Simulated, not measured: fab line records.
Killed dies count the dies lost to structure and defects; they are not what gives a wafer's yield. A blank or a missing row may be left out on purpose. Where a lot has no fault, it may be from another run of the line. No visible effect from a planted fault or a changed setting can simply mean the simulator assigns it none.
A lot that was struck, set against a sound lot + flow sky130 + 33 out of 708 route steps
Sound: wafers L998.2, L998.4, L998.6. The struck wafers were L107.3, L107.4, L107.5. At the end, the cause is stated.
At each step with rows: each side's tool, then ch and its chambers, then its first start. Under that, the readings that differ: sound wafers + struck wafers + difference of the means + sigmas: that difference in standard deviations of wafers without a fault.
alike: same words and numbers on both sides, and readings whose means sit less than 2 such deviations apart. not compared: any withheld reading, any reading some wafer has no value for, any bound like >300 that may hide the same value, and any number with overlapping values for which the record gives no deviation.
The two part at a step that has a row with sigmas, a row that says differs or no value, or rows on one side only. Non-overlapping numbers with no deviation appear without sigmas and do not part them. A reading missing from all wafers of one side parts the sides only when that side holds two or more wafers.

first, 1 step without rows for these wafers: SKY_NWELL_DEVELOP_22 (develop time 60 s).
SKY_NWELL_OVL_MEAS_23:
  sound on overlay-01 at day 6 13:01; struck on overlay-01 at day 8 20:17
  alike: NWELL_01_OVL
following that, these wafers have no rows for 1 step: SKY_NWELL_IMPLANT_24.
SKY_NWELL_STRIP_25: strips in O2/N2.
  sound on plasma-asher-04 ch 1, day 6 13:12; struck on plasma-asher-01 ch 0,1, day 8 20:29
  alike: drypump-motor-current-A, oes-product-au, strip-time-to-endpoint-s
  not compared: rf-hours-counter-h
SKY_NWELL_TW_MEAS_26:
  sound on film-metro-01 at day 6 13:19; struck on film-metro-01 at day 8 20:34
  alike: NWELL_2_TW
then, 1 step without rows for these wafers: SKY_NWELL_CLEAN_27 (cleans in SC1/SC2, time 150 s).
SKY_NWELL_RTA_28: time 30 s.
  sound on rtp-anneal-02 ch 0, day 6 13:26; struck on rtp-anneal-02 ch 0, day 8 20:41
  alike: lamp-power-pct, wafer_temp_C_max
SKY_NWELL_RS_MEAS_29: uses a four-point probe to measure.
  sound on film-metro-03 at day 6 13:32; struck on film-metro-03 at day 8 20:48
  alike: NWELL_RS
SKY_NWELL_RS_MEAS_31: uses a four-point probe to measure.
  sound on film-metro-03 at day 6 13:46; struck on film-metro-03 at day 8 21:02
  alike: PWDE_RS
then, 2 steps without rows for these wafers: SKY_VT_ADJUST_HVTP_DEHYDRATE_00 (time 60 s); SKY_VT_ADJUST_HVTP_HMDS_01 (prime time 60 s).
SKY_VT_ADJUST_HVTP_COAT_02: resist thk 1140 nm.
  struck on litho-track-03, day 9 07:25; sound on litho-track-03 ch 0, day 6 22:26
  no value came back on the struck wafers for chill-plate-temp-C (C), dispense-pressure-kPa (kPa); on the sound wafers chill-plate-temp-C (C) reads 22.98 22.83 22.98
then, 4 steps without rows for these wafers: SKY_VT_ADJUST_HVTP_SOFTBAKE_03 (time 60 s); SKY_VT_ADJUST_HVTP_EXPOSE_04 (exposes mask HVTPM, target cd 380 nm); SKY_VT_ADJUST_HVTP_PEB_05; SKY_VT_ADJUST_HVTP_DEVELOP_06 (develop time 60 s).
SKY_VT_ADJUST_HVTP_CD_MEAS_07 targets a cd of 380 nm.
  sound on cd-sem-01 at day 7 09:04; struck on cd-sem-02 at day 9 17:54
| reading    | sound       | struck | difference                    | sigmas |
|------------|-------------|--------|-------------------------------|--------|
| cd-nm (nm) | 377 379 378 | - - -  | no value on the struck wafers |        |
SKY_VT_ADJUST_HVTP_OVL_MEAS_08:
  sound on overlay-01 at day 7 09:11; struck on overlay-02 at day 9 18:00
| reading                 | sound       | struck | difference                    | sigmas |
|-------------------------|-------------|--------|-------------------------------|--------|
| VT_ADJUST_HVTP_OVL (nm) | 1.7 0.9 1.2 | - - -  | no value on the struck wafers |        |
following that, these wafers have no rows for 1 step: SKY_VT_ADJUST_HVTP_IMPLANT_09.
SKY_VT_ADJUST_HVTP_STRIP_10: strips in O2/N2.
  sound on plasma-asher-01 ch 0,1, day 7 09:22; struck on plasma-asher-01 ch 0,1, day 9 18:12
  no value came back on the struck wafers for oes-product-au (a.u.), strip-time-to-endpoint-s (s); on the sound wafers oes-product-au (a.u.) reads 0.720 0.718 0.724
  alike: drypump-motor-current-A
  not compared: rf-hours-counter-h
SKY_VT_ADJUST_HVTP_TW_MEAS_11:
  sound on film-metro-01 at day 7 09:28; struck on film-metro-01 at day 9 18:17
  alike: VT_ADJUST_HVTP_TW
then, 7 steps without rows for these wafers: SKY_VT_ADJUST_LVTN_DEHYDRATE_00 (time 60 s); SKY_VT_ADJUST_LVTN_HMDS_01 (prime time 60 s); SKY_VT_ADJUST_LVTN_COAT_02 (resist thk 3000 nm); SKY_VT_ADJUST_LVTN_SOFTBAKE_03; SKY_VT_ADJUST_LVTN_EXPOSE_04 (exposes mask NWM COMPLEMENT LESS NATIVE, target cd 840 nm); SKY_VT_ADJUST_LVTN_PEB_05; SKY_VT_ADJUST_LVTN_DEVELOP_06 (develop time 60 s).
SKY_VT_ADJUST_LVTN_OVL_MEAS_07:
  sound on overlay-01 at day 8 05:28; struck on overlay-01 at day 10 17:10
  alike: VT_ADJUST_LVTN_OVL
following that, these wafers have no rows for 1 step: SKY_VT_ADJUST_LVTN_IMPLANT_08.
SKY_VT_ADJUST_LVTN_STRIP_09: strips in O2/N2.
  sound on plasma-asher-01 ch 0,1, day 8 05:38; struck on plasma-asher-02 ch 0,1, day 10 17:22
  alike: drypump-motor-current-A, oes-product-au, strip-time-to-endpoint-s
  not compared: rf-hours-counter-h
SKY_VT_ADJUST_LVTN_TW_MEAS_10:
  sound on film-metro-02 at day 8 05:45; struck on film-metro-01 at day 10 17:41
| reading           | sound             | struck               | difference | sigmas      |
|-------------------|-------------------|----------------------|------------|-------------|
| VT_ADJUST_LVTN_TW | 238.9 239.8 240.3 | 1353.3 1348.1 1345.7 | +1109.4    | +99 or more |
  not compared: hold
following that, these wafers have no rows for 1 step: SKY_PAD_OPEN_PROBE_99.

WHERE THEY PART
Earliest at SKY_VT_ADJUST_HVTP_COAT_02; latest, in this record, at SKY_VT_ADJUST_LVTN_TW_MEAS_10.

WHY: the cause the simulator had injected
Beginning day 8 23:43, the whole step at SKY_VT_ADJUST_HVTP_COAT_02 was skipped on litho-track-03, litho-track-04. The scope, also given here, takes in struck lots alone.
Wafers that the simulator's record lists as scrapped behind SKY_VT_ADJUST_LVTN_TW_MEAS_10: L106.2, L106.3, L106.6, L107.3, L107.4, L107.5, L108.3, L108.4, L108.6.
